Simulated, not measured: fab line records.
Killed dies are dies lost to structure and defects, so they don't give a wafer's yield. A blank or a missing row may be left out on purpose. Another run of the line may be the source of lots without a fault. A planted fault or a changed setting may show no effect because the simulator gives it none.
Check of tool commonality | flow gf180mcu | 12 lots and 36 wafers in the sample

WHAT PROMPTED THE OPENING
At GF_M5_CD_MEAS_07 the reading cd_nm is flagged on 2 of 12 lots. No-fault wafers: 279.7 nm, standard deviation 1.3.
Rule: flag the lot when none of its wafers has a number, or when each of its wafers that has one lies beyond 4 standard deviations from that mean. All remaining lots are regarded as sound.

lot  | measured     | on        | cd_nm (nm), wafer by wafer | flag
L759 | day 26 05:32 | cd_sem-02 | 277.6 278.3 279.0          |
L760 | day 26 15:16 | cd_sem-02 | 280.8 281.4 281.0          |
L761 | day 27 02:10 | cd_sem-01 | 278.7 278.3 278.3          |
L762 | day 27 05:41 | cd_sem-02 | 279.2 281.2 281.0          |
L765 | day 28 05:55 | cd_sem-02 | 279.4 279.6 278.7          |
L769 | day 29 18:20 | cd_sem-02 | 269.0 269.2 269.3          | FLAGGED
L770 | day 30 04:20 | cd_sem-01 | 272.2 273.6 273.1          | FLAGGED
L773 | day 30 19:40 | cd_sem-01 | 279.3 278.3 278.8          |
L774 | day 31 04:32 | cd_sem-02 | 279.1 279.5 278.3          |
L777 | day 31 16:52 | cd_sem-02 | 278.2 279.1 279.4          |
L779 | day 32 05:56 | cd_sem-02 | 278.6 278.6 278.1          |
L781 | day 32 15:10 | cd_sem-01 | 279.3 280.5 279.1          |
Average over the flagged lots: 271.1 nm; offset from the usual -8.6 nm, equal to -7 standard deviations.

LOT BY LOT: THE TOOL USED
Before the reading, the record contains 2 process steps out of a 602-step route. Read each cell as the tool, then ch plus the chambers that the sampled wafers visited, then the start.
lot  | flag    | GF_M4_SPUTTER_01             | GF_M5_EXPOSE_04
L759 |         | pvd_sputter-04, day 22 09:32 | krf_scanner-01 ch 0, day 25 18:26
L760 |         | pvd_sputter-04, day 22 19:59 | krf_scanner-01 ch 0, day 26 04:55
L761 |         | pvd_sputter-03, day 23 08:46 | krf_scanner-02 ch 0, day 26 16:08
L762 |         | pvd_sputter-04, day 23 12:31 | krf_scanner-02 ch 0, day 26 19:17
L765 |         | pvd_sputter-01, day 24 14:21 | krf_scanner-02 ch 0, day 27 19:47
L769 | FLAGGED | pvd_sputter-01, day 26 07:47 | krf_scanner-02 ch 0, day 29 08:41
L770 | FLAGGED | pvd_sputter-01, day 26 19:38 | krf_scanner-02 ch 0, day 29 19:39
L773 |         | pvd_sputter-03, day 27 11:01 | krf_scanner-01 ch 0, day 30 10:08
L774 |         | pvd_sputter-03, day 27 21:56 | krf_scanner-01 ch 0, day 30 20:24
L777 |         | pvd_sputter-04, day 28 10:53 | krf_scanner-01 ch 0, day 31 08:18
L779 |         | pvd_sputter-04, day 29 02:01 | krf_scanner-01 ch 0, day 31 21:39
L781 |         | pvd_sputter-03, day 29 12:22 | krf_scanner-01 ch 0, day 32 07:15
These steps, and what they do:
- GF_M4_SPUTTER_01: material TiN, target thk 30 nm, time 25 s.
- GF_M5_EXPOSE_04: exposes mask Metal5, target cd 280 nm.
- GF_M5_CD_MEAS_07: target cd 280 nm.

FLAGGED OVER TOTAL, TOOL BY TOOL (the gauges that took the reading come last)
step             | tool           | lots run | flagged | share of the flagged lots | sound lots run after its first flagged lot
GF_M4_SPUTTER_01 | pvd_sputter-01 | 3        | 2       | all                       | 0
GF_M4_SPUTTER_01 | pvd_sputter-03 | 4        | 0       | none                      | -
GF_M4_SPUTTER_01 | pvd_sputter-04 | 5        | 0       | none                      | -
GF_M5_EXPOSE_04  | krf_scanner-01 | 7        | 0       | none                      | -
GF_M5_EXPOSE_04  | krf_scanner-02 | 5        | 2       | all                       | 0
GF_M5_CD_MEAS_07 | cd_sem-01      | 4        | 1       | some                      | 2 (L773,L781)
GF_M5_CD_MEAS_07 | cd_sem-02      | 8        | 1       | some                      | 3 (L774,L777,L779)

WHAT IS ALLOWED BY THE TABLE
2 rows of the table ran every flagged lot: pvd_sputter-01 at GF_M4_SPUTTER_01, krf_scanner-02 at GF_M5_EXPOSE_04.
- pvd_sputter-01 at GF_M4_SPUTTER_01 ran 3 lots, 2 of them flagged. Last sound lot L765 at day 24 14:21, first flagged lot L769 at day 26 07:47; a fault beginning in between fits.
- krf_scanner-02 at GF_M5_EXPOSE_04 ran 5 lots, 2 of them flagged. Last sound lot L765 at day 27 19:47, first flagged lot L769 at day 29 08:41; a fault beginning in between fits. Its own readings lie more than 4 standard deviations out on every wafer of the flagged lots: exposure_dose_mJ_cm2.
These 2 tools cannot be told apart by counting lots, since each of them fits a fault that started at some hour. More lots, or a look at what each step does to the wafer, might.

WHAT THE SIMULATOR HAD PUT IN
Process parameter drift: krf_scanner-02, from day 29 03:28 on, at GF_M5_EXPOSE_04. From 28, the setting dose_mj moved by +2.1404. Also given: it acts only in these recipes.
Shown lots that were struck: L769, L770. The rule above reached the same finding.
